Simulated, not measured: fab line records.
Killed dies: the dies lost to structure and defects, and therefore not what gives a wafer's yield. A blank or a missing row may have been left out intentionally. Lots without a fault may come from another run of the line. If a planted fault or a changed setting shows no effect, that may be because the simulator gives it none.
One fault through the eyes of 2 desks ; flow sfq-line ; numbers are kept per desk, each desk with only its own; the story behind them comes last

## THE METROLOGY DESK
What the gauges read for every lot (on any tool): the sampled wafers with a number, averaged. The brackets show how far a lot's mean lies from the usual mean; more than 4 standard deviations puts the lot out of limits, marked OUT.
Columns: A = M1_NB_RS at SFQ_M1_RS_MEAS_909, usual 0.888 ohm/sq; B = I3_OVL at SFQ_I3_OVL_MEAS_923, usual -1 nm
lot;first seen here;A;B
L884;day 17 17:28;0.878;0
L885;day 18 16:16;0.886;-1
L886;day 18 20:29;0.885;-10
L887;day 19 02:38;0.876;-5
L888;day 19 19:33;0.893;-4
L889;day 20 07:32;0.888;-1
L899;day 24 16:48;1.035 (+15) OUT;2
L900;day 25 08:31;1.030 (+15) OUT;3
L903;day 25 23:33;0.894;-6
L905;day 26 10:48;0.881;-2
L906;day 27 06:41;0.869;-0
L907;day 27 16:03;0.884;2
This desk finds L899, L900 out of limits, with the earliest case on L899 at day 24 16:48 (M1_NB_RS at SFQ_M1_RS_MEAS_909). Within limits: L884, L885, L886, L887, L888, L889, L903, L905, L906, L907.

## FOR THE TOOL OWNER'S DESK: pvd-sputter-04
The tool's own readings at SFQ_TRILAYER_M1_DEP_SPUTTER_037 (material Nb, target thk 200 nm, time 133.3 s): means of the sampled wafers that have a number, for each lot that ran on this tool. The brackets show how far a lot's mean lies from the usual mean; more than 4 standard deviations puts the lot out of limits, marked OUT.
Columns: A = throttle-valve-pct at SFQ_TRILAYER_M1_DEP_SPUTTER_037, usual 30.2 %
lot;first seen here;A
L899;day 24 16:41;29.3
L900;day 25 08:25;29.4
This desk's verdict: no lot among the 2 shows anything out of limits.

## TAKEN TOGETHER
On L899, L900, the metrology desk was in a position to raise an alarm at day 24 16:48.
The desk of the tool owner found nothing out of limits.
The tool owner's desk has L899, L900 on record, within its limits.
All the named lots went through SFQ_TRILAYER_M1_DEP_SPUTTER_037 on pvd-sputter-04.

## WHAT WAS PUT IN BY THE SIMULATOR
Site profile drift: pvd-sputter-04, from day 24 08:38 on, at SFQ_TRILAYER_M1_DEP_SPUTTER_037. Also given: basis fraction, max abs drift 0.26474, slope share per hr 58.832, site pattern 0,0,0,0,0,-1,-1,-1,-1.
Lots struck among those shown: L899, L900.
Hours from the fault's start to each desk's first reading out of limits: the metrology desk, 8.
